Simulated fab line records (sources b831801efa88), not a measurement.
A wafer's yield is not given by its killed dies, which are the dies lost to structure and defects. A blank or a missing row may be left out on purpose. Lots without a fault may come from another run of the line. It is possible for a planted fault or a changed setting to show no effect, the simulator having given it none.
Problem report, 8D (eight disciplines) form, completed by code    flow sky130    the parts of the form that need people (team, actions taken, sign-off) are left out

## 1. WHAT WENT WRONG
Wafers free of any fault read 1644 (standard deviation 9) for RES_XHIGH_TW at SKY_RES_XHIGH_TW_MEAS_09, against a mean of 1934 on 9 wafers of 3 lots. Measured from the usual mean, that is +32 standard deviations.
First seen on wafer L495.1, day 32 13:29, on filmMetro-04. The record has a number at this step for 30 wafers belonging to 10 lots. Rule for "out" (also "out of limits"): further than 4 standard deviations from the usual mean. Any other wafer with a number is counted as sound.

## 2. WHAT IT IS; WHAT IT IS NOT
question                     is                                        is not
which readings at this step  RES_XHIGH_TW                              -
which lots                   L495, L496, L497                          L479, L480, L483, L484, L487, L491, L492
which wafers of those lots   all that have a number                    -
read on which gauges         filmMetro-01, filmMetro-02, filmMetro-04  -
when                         from day 32 13:29                         up to then (21 sound wafers)

## 3. SUSPECTS, AND WHAT RULES EACH OUT
Counting: a tool at any process step up to the reading remains a suspect when it ran all the lots that are out and ran no sound lot after the first of those.
- the gauge at SKY_RES_XHIGH_TW_MEAS_09 is ruled out. 3 gauges (filmMetro-01, filmMetro-02, filmMetro-04) read the wafers that are out.
- implanter-04 at SKY_RES_XHIGH_IMPLANT_07: kept. All lots that are out passed through it, beginning with L495 at day 32 13:14, and no sound lot followed; its final sound lot before that point was L491 at day 31 08:09. On those wafers its own readings are out: beamOnS, doseIonsCm2.
After counting, what remains is implanter-04 at SKY_RES_XHIGH_IMPLANT_07.

## 4. THE CAUSE (what the simulator had put in)
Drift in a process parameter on implanter-04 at SKY_RES_XHIGH_IMPLANT_07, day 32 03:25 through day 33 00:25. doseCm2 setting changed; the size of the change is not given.
This tool alone remained once counting was done.

## 5. THE EFFECT CHAIN, in route order
Each row: a reading whose mean over the struck wafers that have a number lies more than 3 standard deviations from the usual. Scope: only readings with a usual standard deviation given in the record; hours: median across lots of the time from each lot's start at the first step in this table that gives one to its start at this step; sigmas: change in usual standard deviations.
hours  step                      reading               usual         on struck wafers  change    sigmas
0      SKY_RES_XHIGH_IMPLANT_07  beamOnS               38.8 s        62.5              +23.7     +8.8
0      SKY_RES_XHIGH_IMPLANT_07  doseIonsCm2           3.6e+14       6.2e+14           +2.6e+14  +99 or more
0      SKY_RES_XHIGH_STRIP_08    oesProductAu          0.711 a.u.    0.692             -0.019    -4.9
0      SKY_RES_XHIGH_STRIP_08    stripTimeToEndpointS  14.27 s       14.86             +0.59     +14
0      SKY_RES_XHIGH_TW_MEAS_09  RES_XHIGH_TW          1644          1934              +290      +32
27     SKY_SD_N_RS_MEAS_18       RES_XHIGH_RS          333.4 ohm/sq  221.7             -111.7    -99 or more
Its process steps:
- SKY_RES_XHIGH_IMPLANT_07
- SKY_RES_XHIGH_STRIP_08: strips in O2/N2.

## 6. HOW IT WOULD HAVE BEEN CAUGHT EARLIER
The first out-of-limits reading at a measuring or inspecting step in this record came at day 32 13:29, 10 hours after the fault's start at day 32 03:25.
Tool's own readings at SKY_RES_XHIGH_IMPLANT_07, beamOnS, doseIonsCm2: out on all struck wafers the step has rows for; an alarm limit on them would have tripped on the first.
Among the 3 lots that are out, L496, L497 began SKY_RES_XHIGH_IMPLANT_07 on implanter-04 after day 32 13:29. A hold on the tool at that time would have spared those 2.
